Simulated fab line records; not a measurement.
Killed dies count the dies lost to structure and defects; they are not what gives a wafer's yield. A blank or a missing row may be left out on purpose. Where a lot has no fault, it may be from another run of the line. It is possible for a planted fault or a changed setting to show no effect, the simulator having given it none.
Chamber matching + flow gf180mcu + GF_CONTACT_CMP_27 on cmp-02 has 4 sister chambers
The step polishes, stops on SiO2, t overpolish 15 s, target thk 0 nm. 14 wafers are shown with their chamber, then 7 later ones without.

WAFERS WITH THEIR CHAMBER
| wafer  | chamber | motor_current_A (A) | overpolish_run_s (s) | time_to_endpoint_s (s) |
|--------|---------|---------------------|----------------------|------------------------|
| L597.1 | 3       | 11.5                | 14.995               | 73                     |
| L597.4 | 1       | 8.9                 | 15.007               | 71                     |
| L597.6 | 1       | 9.1                 | 15.003               | 72                     |
| L599.1 | 2       | 10.8                | 14.997               | 71                     |
| L599.4 | 0       | 10.1                | 15.004               | 65                     |
| L599.6 | 1       | 8.5                 | 15.007               | 73                     |
| L600.4 | 3       | 11.6                | 15.007               | 69                     |
| L600.6 | 2       | 10.1                | 15.003               | 72                     |
| L601.4 | 1       | 8.7                 | 14.992               | 71                     |
| L611.2 | 0       | 11.3                | 15.016               | 72                     |
| L611.3 | 2       | 10.9                | 14.980               | 77                     |
| L611.4 | 3       | 11.3                | 14.997               | 77                     |
| L613.4 | 1       | 8.8                 | 14.995               | 76                     |
| L613.5 | 1       | 9.0                 | 15.010               | 75                     |

SIGNATURES (averages over the wafers above)
| reading            | chamber 0 | chamber 1 | chamber 2 | chamber 3 | scatter within a chamber |
|--------------------|-----------|-----------|-----------|-----------|--------------------------|
| motor_current_A    | 10.700    | 8.833     | 10.600    | 11.467    | 0.371                    |
| overpolish_run_s   | 15.01000  | 15.00233  | 14.99333  | 14.99967  | 0.00838                  |
| time_to_endpoint_s | 68.50     | 73.00     | 73.33     | 73.00     | 3.15                     |
Rule: for a wafer and a chamber, the distance is found by dividing, reading by reading, the gap between the wafer's reading and the chamber's mean by the reading's scatter, squaring, summing and taking the root. The wafer belongs to the nearest chamber; if the next one is less than 2 further off, it can't be placed. The scatter: the root of (the sum of the squares of (reading less its chamber's mean) over the shown wafers, divided by (wafers less chambers)).

WAFERS WITHOUT THEIR CHAMBER
| wafer  | motor_current_A (A) | overpolish_run_s (s) | time_to_endpoint_s (s) |
|--------|---------------------|----------------------|------------------------|
| L613.6 | 11.2                | 14.984               | 76                     |
| L614.2 | 11.6                | 14.999               | 71                     |
| L614.4 | 8.5                 | 14.999               | 69                     |
| L614.6 | 11.6                | 14.998               | 76                     |
| L617.1 | 10.6                | 14.996               | 72                     |
| L617.2 | 11.4                | 15.007               | 76                     |
| L617.6 | 11.8                | 15.004               | 67                     |

WHICH CHAMBER EACH ONE RAN IN
| wafer  | from the rows above          | in truth |
|--------|------------------------------|----------|
| L613.6 | can't be placed: 2 or 3 or 0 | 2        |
| L614.2 | 3                            | 3        |
| L614.4 | 1                            | 1        |
| L614.6 | can't be placed: 3 or 2      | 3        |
| L617.1 | can't be placed: 2 or 0 or 3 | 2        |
| L617.2 | can't be placed: 3 or 2 or 0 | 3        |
| L617.6 | can't be placed: 3 or 0 or 2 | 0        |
Placed correctly: 2 of 7. Not placeable from these rows: 5 (in 5, the candidates include the true chamber). Placed wrongly: 0.
